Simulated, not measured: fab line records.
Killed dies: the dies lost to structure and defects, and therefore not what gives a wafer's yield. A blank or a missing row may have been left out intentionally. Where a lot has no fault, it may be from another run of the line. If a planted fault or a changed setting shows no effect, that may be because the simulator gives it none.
Which tool was responsible? | flow sky130 | Sampling: 24 lots, 72 wafers, 2 of 708 route steps

WHAT EACH GAUGE READ, for each wafer
SKY_VIA2_THK_MEAS_01. Usual: for VIA2_HDPCVD_THK the level is 1192 nm and the standard deviation is 10.
lot  | measured     | on            | VIA2_HDPCVD_THK (nm) | flag
L074 | day 34 18:34 | film metro-04 | 1186 1219 1212       |
L075 | day 36 00:04 | film metro-04 | 1177 1187 1194       |
L076 | day 36 13:52 | film metro-01 | 1185 1201 1178       |
L077 | day 36 23:53 | film metro-01 | 1187 1177 1207       |
L078 | day 37 15:06 | film metro-01 | 1208 1194 1190       |
L079 | day 37 16:06 | film metro-04 | 1186 1202 1187       |
L081 | day 37 18:26 | film metro-01 | 1210 1205 1197       |
L080 | day 37 19:17 | film metro-04 | 1196 1196 1196       |
L083 | day 37 20:41 | film metro-04 | 1200 1194 1197       |
L082 | day 37 23:10 | film metro-04 | 1181 1204 1178       |
L084 | day 38 14:02 | film metro-04 | 1188 1187 1195       |
L085 | day 38 16:06 | film metro-04 | 1203 1196 1190       |
L086 | day 38 22:40 | film metro-01 | 1195 1200 1194       |
L087 | day 39 09:59 | film metro-03 | 1189 1195 1198       |
L088 | day 39 18:14 | film metro-03 | 1198 1196 1193       |
L089 | day 39 19:39 | film metro-01 | 1187 1180 1196       |
L090 | day 39 23:31 | film metro-03 | 1187 1205 1198       |
L091 | day 40 10:08 | film metro-03 | 1197 1186 1209       |
L092 | day 41 06:13 | film metro-04 | 1193 1180 1189       |
L093 | day 41 11:52 | film metro-01 | 1194 1197 1184       |
L095 | day 41 16:31 | film metro-04 | 1212 1199 1189       |
L094 | day 41 20:05 | film metro-01 | 1202 1186 1187       |
L096 | day 41 21:34 | film metro-04 | 1198 1192 1204       |
L097 | day 42 07:42 | film metro-04 | 1182 1185 1179       |

WHICH TOOL RAN EACH LOT (tool, then ch and the chambers of the sampled wafers, then the start)
lot  | SKY_METAL1_SPUTTER_04
L074 | pvd sputter-02, day 31 04:59
L075 | pvd sputter-03, day 32 11:28
L076 | pvd sputter-03, day 33 02:34
L077 | pvd sputter-04, day 33 11:04
L078 | pvd sputter-04, day 34 04:00
L079 | pvd sputter-04, day 34 07:17
L081 | pvd sputter-02, day 34 08:33
L080 | pvd sputter-04, day 34 10:04
L083 | pvd sputter-03, day 34 10:28
L082 | pvd sputter-02, day 34 13:09
L084 | pvd sputter-04, day 35 02:32
L085 | pvd sputter-03, day 35 05:43
L086 | pvd sputter-02, day 35 13:57
L087 | pvd sputter-02, day 36 01:24
L088 | pvd sputter-02, day 36 10:06
L089 | pvd sputter-03, day 36 11:23
L090 | pvd sputter-03, day 36 15:25
L091 | pvd sputter-02, day 37 02:50
L092 | pvd sputter-04, day 37 23:15
L093 | pvd sputter-02, day 38 06:40
L095 | pvd sputter-03, day 38 10:43
L094 | pvd sputter-03, day 38 12:46
L096 | pvd sputter-03, day 38 15:06
L097 | pvd sputter-02, day 39 04:10
- SKY_METAL1_SPUTTER_04: material TiN, target thk 70 nm, time 58.3 s.

WHAT THE TOOLS THEMSELVES READ (means of the sampled wafers that have a number; where no wafer has one, the mark that the record gives instead)
SKY_METAL1_SPUTTER_04. Usual: throttle valve pct at 30.0 %, with a standard deviation of 0.86.
lot  | tool           | throttle valve pct (%) | flag
L074 | pvd sputter-02 | 30.5                   |
L075 | pvd sputter-03 | 28.7                   |
L076 | pvd sputter-03 | 28.5                   |
L077 | pvd sputter-04 | 30.1                   |
L078 | pvd sputter-04 | 29.9                   |
L079 | pvd sputter-04 | 29.9                   |
L081 | pvd sputter-02 | 30.6                   |
L080 | pvd sputter-04 | 29.9                   |
L083 | pvd sputter-03 | 29.3                   |
L082 | pvd sputter-02 | 30.7                   |
L084 | pvd sputter-04 | 30.2                   |
L085 | pvd sputter-03 | 29.3                   |
L086 | pvd sputter-02 | 31.0                   |
L087 | pvd sputter-02 | 30.7                   |
L088 | pvd sputter-02 | 31.2                   |
L089 | pvd sputter-03 | 29.3                   |
L090 | pvd sputter-03 | 28.3                   |
L091 | pvd sputter-02 | 30.5                   |
L092 | pvd sputter-04 | 30.1                   |
L093 | pvd sputter-02 | 30.8                   |
L095 | pvd sputter-03 | 29.2                   |
L094 | pvd sputter-03 | 29.0                   |
L096 | pvd sputter-03 | 29.9                   |
L097 | pvd sputter-02 | 30.2                   |

THE ANSWER, worked out from the rows above alone
Rule: a lot is off if the mean of its wafers that have a number lies more than 3 standard deviations from the usual mean. A lot without any number at a reading at which 4 lots or more have one is off too. All remaining lots with rows at the step are treated as sound. First the gauges in route order, then the tools' own readings, where a lot's mean is used as printed above. At the first step where some lot is off, the reading lying furthest off is the one used; lots without a number count as furthest.
None of the lots is off at any reading shown; this tells nothing.

WHAT THE SIMULATOR PUT IN
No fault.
